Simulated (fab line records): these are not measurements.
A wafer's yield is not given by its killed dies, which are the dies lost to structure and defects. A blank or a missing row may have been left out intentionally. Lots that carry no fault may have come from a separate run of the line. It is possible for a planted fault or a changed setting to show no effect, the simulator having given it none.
A lot that was struck, set against a sound lot -- flow sfq-line -- 18 steps out of a route of 325
Sound: these wafers, L466.4, L466.5, L466.6. Struck: wafers L469.4, L469.5. (L469.3 of the same lot was not struck and is left out.) The cause comes at the end.
Per side, at each step with rows, come the tool, then ch with its chambers, and then its first start. Under that, the readings that differ: sound wafers -- struck wafers -- difference of the means -- sigmas: that difference in standard deviations of wafers without a fault.
alike: words and numbers the same on both sides, and readings whose means are apart by under 2 such deviations; not compared: readings that were withheld, readings missing a value for some wafer, numbers with overlapping values and no deviation given by the record, and bounds like >300 which may hide the same value.
A row with sigmas, a row that says differs or no value, or rows on one side alone: a step with any of these is where the two part. Numbers that have no deviation but don't overlap get no sigmas and don't part them. Lack of a reading on every wafer of one side parts them only where that side has two or more wafers.

SFQ_L0V_OVL_MEAS_903:
  sound: overlay-02 at day 5 01:32; struck: overlay-02 at day 5 18:20
  alike: L0V_OVL
SFQ_TRILAYER_L0_VIA_BARC_OPEN_VIA_ETCH_021: etches BARC in O2, target depth 125 nm, time 41.7 s.
  sound on rie-diel-02 ch 0,1,3, day 5 01:34; struck on rie-diel-03 ch 0,1, day 5 18:22
  alike: drypump-motor-current-A, oes-product-au
  not compared: rf-hours-counter-h
SFQ_TRILAYER_L0_VIA_ETCH_VIA_ETCH_016: etches SiO2 in CHF3, stops on MoNx KI, target depth 80 nm.
  sound on rie-diel-02 ch 0,1,3, day 5 01:36; struck on rie-diel-03 ch 0,1, day 5 18:24
  alike: drypump-motor-current-A, oes-product-au
SFQ_TRILAYER_L0_VIA_STRIP_STRIP_017: strips in O2.
  sound on rie-metal-04 ch 0,1, day 5 01:50; struck on rie-metal-01 ch 0, day 5 18:38
  alike: drypump-motor-current-A, he-backside-leak-sccm, oes-product-au
  not compared: rf-hours-counter-h
then, 2 steps without rows for these wafers: SFQ_TRILAYER_L0_VIA_STRIP_SOLV_CLEAN_018 (cleans in NMP, time 600 s); SFQ_TRILAYER_M0_DEP_PRE_CLEAN_020 (time 15 s).
SFQ_TRILAYER_M0_DEP_SPUTTER_019: material Nb, target thk 200 nm, time 133.3 s.
  sound: pvd-sputter-03 at day 5 02:26; struck: pvd-sputter-04 at day 5 19:14
  alike: throttle-valve-pct
SFQ_M0_RS_MEAS_904: the measuring method here is four-point-probe.
  sound: film-metro-03 at day 5 02:35; struck: film-metro-03 at day 5 19:22
  alike: M0_NB_RS
then, 3 steps without rows for these wafers: SFQ_TRILAYER_M0_LITHO_COAT_026 (resist thk 62 nm); SFQ_TRILAYER_M0_LITHO_COAT_021 (resist thk 600 nm); SFQ_TRILAYER_M0_LITHO_SOFTBAKE_025.
SFQ_TRILAYER_M0_LITHO_EXPOSE_022: exposes mask M0, target cd 500 nm.
  sound on krf-scanner-02 ch 0, day 5 17:32; struck on krf-scanner-02 ch 0, day 6 14:53
  alike: mask
then, 2 steps without rows for these wafers: SFQ_TRILAYER_M0_LITHO_PEB_024 (peb time 60 s); SFQ_TRILAYER_M0_LITHO_DEVELOP_023 (time 60 s).
SFQ_M0_OVL_MEAS_906:
  sound: overlay-01 at day 5 18:28; struck: overlay-01 at day 6 16:01
reading,sound,struck,difference,sigmas
M0_OVL (nm),10 8 4,-3 -9,-13,-3
SFQ_TRILAYER_M0_BARC_OPEN_METAL_ETCH_031: etches BARC in O2, target depth 125 nm, time 41.7 s.
  sound on rie-metal-03 ch 0,1, day 5 18:29; struck on rie-metal-03 ch 0,1, day 6 16:03
reading,sound,struck,difference,sigmas
oes-product-au (a.u.),0.673 0.684 0.684,0.695 0.688,+0.011,+2
model.M0.cd-nm (nm),499.2 499.4 499.3,496.6 496.1,-2.9,
  alike: drypump-motor-current-A, he-backside-leak-sccm
  not compared: rf-hours-counter-h
SFQ_TRILAYER_M0_ETCH_METAL_ETCH_024: etches Nb in Cl2/Ar, stops on SiO2, target depth 240 nm, time 120 s.
  sound on rie-metal-03 ch 0,1, day 5 18:35; struck on rie-metal-03 ch 0,1, day 6 16:08
reading,sound,struck,difference,sigmas
model.M0.cd-nm (nm),498.4 498.6 498.8,498.1 496.7,-1.2,
  alike: drypump-motor-current-A, he-backside-leak-sccm, oes-product-au
  not compared: rf-hours-counter-h
SFQ_TRILAYER_M0_STRIP_STRIP_025: strips in O2.
  sound on rie-metal-03 ch 0,1, day 5 18:52; struck on rie-metal-03 ch 0,1, day 6 16:25
  alike: drypump-motor-current-A, he-backside-leak-sccm, oes-product-au
  not compared: rf-hours-counter-h

== WHERE THEY PART ==
Last at SFQ_TRILAYER_M0_BARC_OPEN_METAL_ETCH_031 as far as this record goes, first at SFQ_M0_OVL_MEAS_906. Later steps at which nothing parts them and some readings are alike: SFQ_TRILAYER_M0_ETCH_METAL_ETCH_024, SFQ_TRILAYER_M0_STRIP_STRIP_025.

WHY: what the simulator had put in
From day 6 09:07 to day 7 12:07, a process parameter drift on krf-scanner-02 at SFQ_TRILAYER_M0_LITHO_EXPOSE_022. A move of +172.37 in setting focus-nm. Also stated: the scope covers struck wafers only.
